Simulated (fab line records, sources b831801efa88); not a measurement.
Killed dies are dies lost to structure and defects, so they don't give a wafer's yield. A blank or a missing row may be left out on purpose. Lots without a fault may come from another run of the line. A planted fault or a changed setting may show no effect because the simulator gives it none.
Chamber matching | flow sky130 | SKY_VIA3_CMP_02 on cmp-02: 4 sister chambers
The step polishes SiO2. 16 wafers are shown with their chamber, then 8 later ones without.

WAFERS WITH THEIR CHAMBER
wafer  | chamber | motor_current_A (A) | slurry_flow_ml_min | head_pressure_psi (psi)
L568.3 | 3       | 14.0                | 150.2              | 3.996
L568.5 | 1       | 11.8                | 150.4              | 3.982
L568.6 | 0       | 11.4                | 149.3              | 3.997
L569.1 | 1       | 11.5                | 149.3              | 4.007
L569.2 | 0       | 11.5                | 149.4              | 3.994
L569.3 | 2       | 10.7                | 149.8              | 4.005
L570.1 | 2       | 10.3                | 150.5              | 4.009
L570.3 | 1       | 13.2                | 150.2              | 3.999
L570.6 | 1       | 13.0                | 150.2              | 3.999
L577.2 | 2       | 10.3                | 150.2              | 3.987
L577.5 | 2       | 10.9                | 149.6              | 3.999
L577.6 | 3       | 13.6                | 150.3              | 3.996
L581.3 | 2       | 10.5                | 149.8              | 3.988
L581.5 | 1       | 12.0                | 150.2              | 4.017
L581.6 | 2       | 10.4                | 150.3              | 4.006
L580.1 | 0       | 10.9                | 150.0              | 3.992

SIGNATURES (means of the wafers above)
reading            | chamber 0 | chamber 1 | chamber 2 | chamber 3 | scatter within a chamber
motor_current_A    | 11.267    | 12.300    | 10.517    | 13.800    | 0.488
slurry_flow_ml_min | 149.567   | 150.060   | 150.033   | 150.250   | 0.372
head_pressure_psi  | 3.99433   | 4.00080   | 3.99900   | 3.99600   | 0.00968
Rule: a wafer's distance from a chamber is the root of the sum, over the readings, of the square of ((its reading less the chamber's mean) divided by the reading's scatter). The wafer belongs to the nearest chamber; if the next one is less than 2 further off, it can't be placed. The scatter: the root of (the sum of the squares of (reading less its chamber's mean) over the shown wafers, divided by (wafers less chambers)).

WAFERS WITHOUT THEIR CHAMBER
wafer  | motor_current_A (A) | slurry_flow_ml_min | head_pressure_psi (psi)
L580.2 | 13.6                | 149.9              | 3.989
L580.5 | 11.8                | 149.3              | 3.997
L583.1 | 14.2                | 149.5              | 4.009
L583.3 | 10.4                | 149.7              | 4.011
L583.4 | 12.2                | 150.2              | 3.988
L585.4 | 11.9                | 150.7              | 4.009
L585.5 | 11.8                | 150.1              | 3.998
L585.6 | 11.6                | 150.4              | 3.983

WHICH CHAMBER EACH WENT THROUGH
wafer  | from the rows above          | in truth
L580.2 | can't be placed: 3 or 1      | 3
L580.5 | can't be placed: 0 or 1 or 2 | 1
L583.1 | can't be placed: 3 or 1      | 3
L583.3 | can't be placed: 2 or 0      | 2
L583.4 | can't be placed: 1 or 0 or 3 | 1
L585.4 | can't be placed: 1 or 2 or 0 | 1
L585.5 | can't be placed: 1 or 0 or 2 | 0
L585.6 | can't be placed: 1 or 0 or 2 | 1
Placed correctly: 0 of 8. Can't be placed from these rows: 8 (the true chamber is among the candidates in 8). Placed wrongly: 0.
